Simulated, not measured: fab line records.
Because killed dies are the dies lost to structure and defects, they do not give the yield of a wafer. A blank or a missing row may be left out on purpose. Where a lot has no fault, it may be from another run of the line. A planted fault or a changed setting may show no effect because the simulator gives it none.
2 desks looking at one fault + flow gf180mcu + each desk holds nothing but its own numbers, with what lay behind them at the end

== FROM THE METROLOGY DESK ==
Means of the sampled wafers that have a number, per lot and without regard to the tool the lot ran on: this is what the gauges read. The brackets show how far a lot's mean lies from the usual mean; more than 4 standard deviations puts the lot out of limits, marked OUT.
Columns: A = V4_CVD_02_THK at GF_V4_THK_MEAS_03, usual 852 nm; B = V4_OVL at GF_V4_OVL_MEAS_15, usual -1 nm
| lot  | first seen here | A              | B  |
|------|-----------------|----------------|----|
| L301 | day 23 08:22    | 848            | 3  |
| L302 | day 23 15:15    | 847            | 3  |
| L304 | day 24 18:50    | 844            | 2  |
| L305 | day 25 02:22    | 863            | -5 |
| L306 | day 25 08:47    | 857            | -2 |
| L307 | day 25 14:07    | 847            | -8 |
| L308 | day 25 21:46    | 848            | 0  |
| L309 | day 26 08:31    | 864            | -2 |
| L310 | day 26 17:26    | 861            | -6 |
| L311 | day 27 00:22    | 846            | 2  |
| L312 | day 27 13:18    | 856            | -1 |
| L313 | day 27 21:04    | 857            | -4 |
| L319 | day 29 05:32    | 746 (-8.2) OUT | 1  |
This desk reports L319 out of limits; the earliest was L319 at day 29 05:32 (V4_CVD_02_THK at GF_V4_THK_MEAS_03). L301, L302, L304, L305, L306, L307, L308, L309, L310, L311, L312, L313 stayed within limits.

== DESK OF THE TOOL OWNER: pecvd-04 ==
The tool's own readings at GF_V4_CVD_02 (deposits SiO2 from TEOS, target thk 850 nm, time 94.851 s): means of the sampled wafers that have a number, for each lot that ran on this tool. The brackets show how far a lot's mean lies from the usual mean; more than 4 standard deviations puts the lot out of limits, marked OUT.
Columns: A = heaterPowerOuterW at GF_V4_CVD_02, usual 380 W; B = heaterPowerW at GF_V4_CVD_02, usual 648 W; C = susceptorTempC at GF_V4_CVD_02, usual 399.95 C
| lot  | first seen here | A   | B   | C      |
|------|-----------------|-----|-----|--------|
| L301 | day 23 08:19    | 370 | 624 | 399.88 |
| L304 | day 24 18:46    | 374 | 636 | 399.83 |
| L305 | day 25 02:18    | 418 | 680 | 399.82 |
| L306 | day 25 08:43    | 330 | 578 | 400.07 |
| L308 | day 25 21:41    | 391 | 653 | 400.19 |
| L311 | day 27 00:16    | 395 | 648 | 400.12 |
| L312 | day 27 13:14    | 388 | 634 | 400.03 |
| L319 | day 29 05:26    | 387 | 656 | 399.97 |
Finding of this desk: none of the 8 lots has anything out of limits.

== ALL TOGETHER ==
An alarm was possible from the metrology desk at day 29 05:32, on L319.
Nothing out of limits was seen by the tool owner's desk.
Tool owner's desk: L319 on record, inside its limits.
All the named lots went through GF_V4_CVD_02 on pecvd-04.

== WHAT THE SIMULATOR HAD PUT IN ==
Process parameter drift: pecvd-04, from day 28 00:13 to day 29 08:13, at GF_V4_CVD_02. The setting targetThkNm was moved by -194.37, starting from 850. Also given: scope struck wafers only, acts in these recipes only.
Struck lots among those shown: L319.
Delay in hours, fault start to first out-of-limits reading, per desk: metrology desk 29.
